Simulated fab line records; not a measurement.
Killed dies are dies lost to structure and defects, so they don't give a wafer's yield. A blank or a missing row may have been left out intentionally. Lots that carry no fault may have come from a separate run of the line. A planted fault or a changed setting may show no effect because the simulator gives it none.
Which tool did it?    flow sky130    Sampling: 13 lots, 39 wafers, 3 of 708 route steps

WHAT THE GAUGES READ, wafer by wafer
SKY_VIA2_BOW_MEAS_03. Usual: VIA2_BOW 88 um, standard deviation 6.9.
lot   measured      on            VIA2_BOW (um)  flag
L112  day 35 18:53  filmMetro-03  91 85 73       
L113  day 36 09:52  filmMetro-03  87 95 94       
L115  day 37 02:21  filmMetro-04  86 91 101      
L119  day 38 06:35  filmMetro-04  86 91 94       
L118  day 38 09:04  filmMetro-03  85 88 100      
L120  day 38 18:38  filmMetro-04  96 87 95       
L121  day 38 19:42  filmMetro-04  83 100 87      
L124  day 39 15:34  filmMetro-04  88 78 88       
L129  day 41 01:34  filmMetro-04  80 80 84       
L130  day 41 05:48  filmMetro-04  98 93 83       
L131  day 41 11:31  filmMetro-01  88 87 88       
L132  day 41 21:49  filmMetro-04  98 89 86       
L133  day 42 04:46  filmMetro-01  80 88 77       

TOOL THAT RAN EACH LOT (tool first, then ch and the chambers of the sampled wafers, then the start)
lot   SKY_SD_N_STRIP_11                    SKY_VIA2_CMP_02
L112  plasmaAsher-04 ch 0,1, day 28 11:58  cmp-01 ch 2,3, day 35 18:38
L113  plasmaAsher-04 ch 0,1, day 29 05:21  cmp-02 ch 0,3, day 36 09:32
L115  plasmaAsher-01 ch 0,1, day 29 23:10  cmp-01 ch 2,3, day 37 02:03
L119  plasmaAsher-03 ch 0, day 31 05:25    cmp-01 ch 1,2,3, day 38 06:16
L118  plasmaAsher-03 ch 0,1, day 31 06:41  cmp-02 ch 0,1,3, day 38 08:46
L120  plasmaAsher-01 ch 0,1, day 31 17:31  cmp-01 ch 2,3, day 38 18:23
L121  plasmaAsher-01 ch 0,1, day 31 20:49  cmp-01 ch 0,1,2, day 38 19:33
L124  plasmaAsher-04 ch 0,1, day 32 17:01  cmp-02 ch 0,2,3, day 39 15:16
L129  plasmaAsher-01 ch 0,1, day 34 03:16  cmp-01 ch 0,2,3, day 41 01:22
L130  plasmaAsher-01 ch 0,1, day 34 08:28  cmp-01 ch 0,2,3, day 41 05:30
L131  plasmaAsher-03 ch 0, day 34 14:55    cmp-02 ch 1,2, day 41 11:11
L132  plasmaAsher-04 ch 1, day 35 03:01    cmp-02 ch 0,3, day 41 21:29
L133  plasmaAsher-01 ch 0,1, day 35 12:13  cmp-02 ch 2,3, day 42 04:28
- SKY_SD_N_STRIP_11: strips in O2/N2.
- SKY_VIA2_CMP_02: polishes SiO2.

WHAT THE TOOLS THEMSELVES READ (means of the sampled wafers that have a number; where no wafer has one, the mark that the record gives instead)
SKY_SD_N_STRIP_11. Usual: chamberPressureMTorr 1500.0 mTorr, standard deviation 1.3; drypumpMotorCurrentA 5.8 A, standard deviation 0.63; oesProductAu 0.528 a.u., standard deviation 0.0048; stripTimeToEndpointS 22.58 s, standard deviation 0.04.
lot   tool            chamberPressureMTorr (mTorr)  drypumpMotorCurrentA (A)  oesProductAu (a.u.)  stripTimeToEndpointS (s)  flag
L112  plasmaAsher-04  1500.5                        6.3                       0.531                22.59                     
L113  plasmaAsher-04  1500.4                        6.5                       0.529                22.53                     
L115  plasmaAsher-01  1501.0                        5.1                       0.528                22.56                     
L119  plasmaAsher-03  1500.2                        5.0                       0.526                22.58                     
L118  plasmaAsher-03  1501.9                        5.2                       0.523                22.61                     
L120  plasmaAsher-01  1501.1                        5.1                       0.525                23.36                     OFF
L121  plasmaAsher-01  1499.7                        5.3                       0.519                23.04                     OFF
L124  plasmaAsher-04  1500.7                        6.3                       0.526                22.56                     
L129  plasmaAsher-01  1499.8                        5.1                       0.529                22.57                     
L130  plasmaAsher-01  1499.5                        5.1                       0.525                22.54                     
L131  plasmaAsher-03  1499.6                        5.1                       0.525                22.53                     
L132  plasmaAsher-04  1500.6                        6.1                       0.529                22.56                     
L133  plasmaAsher-01  1500.1                        5.3                       0.523                22.54                     

SKY_VIA2_CMP_02. Usual: motorCurrentA 12.8 A, standard deviation 1.2; platenRpm 59.99 rpm, standard deviation 0.039.
lot   tool    motorCurrentA (A)  platenRpm (rpm)  flag
L112  cmp-01  13.8               59.98            
L113  cmp-02  13.2               60.03            
L115  cmp-01  13.4               59.99            
L119  cmp-01  13.6               60.00            
L118  cmp-02  12.8               60.01            
L120  cmp-01  13.9               59.98            
L121  cmp-01  12.5               60.01            
L124  cmp-02  12.7               60.01            
L129  cmp-01  13.4               59.97            
L130  cmp-01  13.4               60.01            
L131  cmp-02  12.0               59.92            
L132  cmp-02  13.3               59.99            
L133  cmp-02  11.9               60.00            

THE ANSWER, worked out from the rows above alone
Rule: a lot is off if the mean of its wafers that have a number lies more than 3 standard deviations from the usual mean. A lot without any number at a reading at which 4 lots or more have one is off too. Any other lot the step has rows for is counted as sound. After the gauges, taken in route order, come the tools' own readings; for these a lot's mean is taken, as printed above. The first step at which some lot is off is used, and at that step the reading that is off furthest; a lot without a number counts as furthest.
Off at SKY_SD_N_STRIP_11 (stripTimeToEndpointS): L120, L121.
A tool fits if, at that step or a process step before it, it ran every lot that is off, and no sound lot after the first of them. None of those tried fits.

WHAT HAD BEEN PUT IN BY THE SIMULATOR
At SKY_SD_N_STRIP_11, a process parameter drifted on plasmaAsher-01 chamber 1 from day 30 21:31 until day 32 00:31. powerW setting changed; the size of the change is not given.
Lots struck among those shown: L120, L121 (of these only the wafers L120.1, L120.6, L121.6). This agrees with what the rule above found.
